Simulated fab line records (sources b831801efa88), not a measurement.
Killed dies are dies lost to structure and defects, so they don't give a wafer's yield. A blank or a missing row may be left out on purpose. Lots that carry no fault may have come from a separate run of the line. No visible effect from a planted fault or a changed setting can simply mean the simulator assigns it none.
Problem report, 8D (eight disciplines) form, completed by code | flow sky130 | the parts of the form that need people (team, actions taken, sign-off) are left out

1. PROBLEM STATEMENT
Wafers free of any fault read 374.4 (standard deviation 1.9) for PWDE_TW at SKY_PWDE_TW_MEAS_10, against a mean of 392.4 on 6 wafers of 2 lots. Relative to the usual mean, that is a shift of +9.4 standard deviations.
Seen first at day 6 09:43 on film-metro-03, wafer L785.1. Wafers with a number at this step in the record: 33, from 11 lots. By rule, "out" or "out of limits" means more than 4 standard deviations away from the usual mean. The other wafers with a number count as sound.

2. WHAT IT IS; WHAT IT IS NOT
question                    | is                           | is not
which readings at this step | PWDE_TW                      | -
which lots                  | L785, L786                   | L776, L778, L780, L781, L782, L788, L790, L793, L796
which wafers of those lots  | all that have a number       | -
read on which gauges        | film-metro-02, film-metro-03 | film-metro-01
when                        | from day 6 09:43             | up to then (15 sound wafers); but 12 sound wafers of L788, L790, L793, L796 came after

3. WHAT RULES OUT EACH SUSPECT
Counting: a tool stays on the suspect list if, at a process step up to the reading, it processed all lots that are out and no sound lot following the first of them.
- the gauge at SKY_PWDE_TW_MEAS_10: ruled out. The wafers that are out were read on 2 gauges (film-metro-02, film-metro-03).
- implanter-03 at SKY_PWDE_IMPLANT_08: kept. It processed each lot that is out, first L785 at day 6 09:28, and no sound lot thereafter; up to then, the last sound lot it processed was L780 at day 5 08:27. Its own beam-on-s, end-station-pressure-torr, faraday-current-uA readings are out on those wafers.
- plasma-asher-03 at SKY_PWDE_STRIP_09 (strips in O2/N2): kept. It processed each lot that is out, first L785 at day 6 09:37, and no sound lot thereafter; up to then, the last sound lot it processed was L780 at day 5 08:36.
Remaining after the count are implanter-03 at SKY_PWDE_IMPLANT_08 and plasma-asher-03 at SKY_PWDE_STRIP_09.

4. THE CAUSE (what the simulator had put in)
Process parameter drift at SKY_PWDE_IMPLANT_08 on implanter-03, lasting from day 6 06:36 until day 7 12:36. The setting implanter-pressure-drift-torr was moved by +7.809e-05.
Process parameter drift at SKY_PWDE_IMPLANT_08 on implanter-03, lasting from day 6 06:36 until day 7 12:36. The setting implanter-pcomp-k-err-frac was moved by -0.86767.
Of the 2 suspects that counting leaves, this tool is one.

5. SEQUENCE OF EFFECTS, ordered by route
Each row: a reading whose mean over the struck wafers that have a number lies more than 3 standard deviations from the usual. Readings are gone through only where the record gives a usual standard deviation; hours: the median, over the lots, of the time from a lot's start at the first step in this table giving one to that lot's start at this step; sigmas: the change measured in usual standard deviations.
hours | step                 | reading                   | usual         | on struck wafers | change    | sigmas
0     | SKY_PWDE_IMPLANT_08  | beam-on-s                 | 9.97 s        | 11.51            | +1.54     | +7.7
0     | SKY_PWDE_IMPLANT_08  | end-station-pressure-torr | 5.01e-06 Torr | 8.33e-05         | +7.83e-05 | +99 or more
0     | SKY_PWDE_IMPLANT_08  | faraday-current-uA        | 20.4          | 17.4             | -3.0      | -7.5
0     | SKY_PWDE_TW_MEAS_10  | PWDE_TW                   | 374.4         | 392.4            | +18.0     | +9.4
42    | SKY_NWELL_RS_MEAS_31 | PWDE_RS                   | 5280 ohm/sq   | 4717             | -563      | -30
Here are the process steps it includes:
- SKY_PWDE_IMPLANT_08
Later steps that measure or inspect, where all struck wafers having a row at the step show a number for every such reading and not one has moved that far: SKY_VT_ADJUST_LVTN_TW_MEAS_10.

6. HOW IT WOULD HAVE BEEN CAUGHT EARLIER
Counted from the fault's start at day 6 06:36, it took 3 hours until the first out-of-limits reading at a measuring or inspecting step in this record, taken at day 6 09:43.
The tool's own readings at SKY_PWDE_IMPLANT_08 were out on every struck wafer that the step has a row for (beam-on-s, end-station-pressure-torr, faraday-current-uA): an alarm limit on them would have fired on the first of those.
Lots out: 2; of these, L786 started SKY_PWDE_IMPLANT_08 on implanter-03 after day 6 09:43. Holding the tool at that time would have saved it.
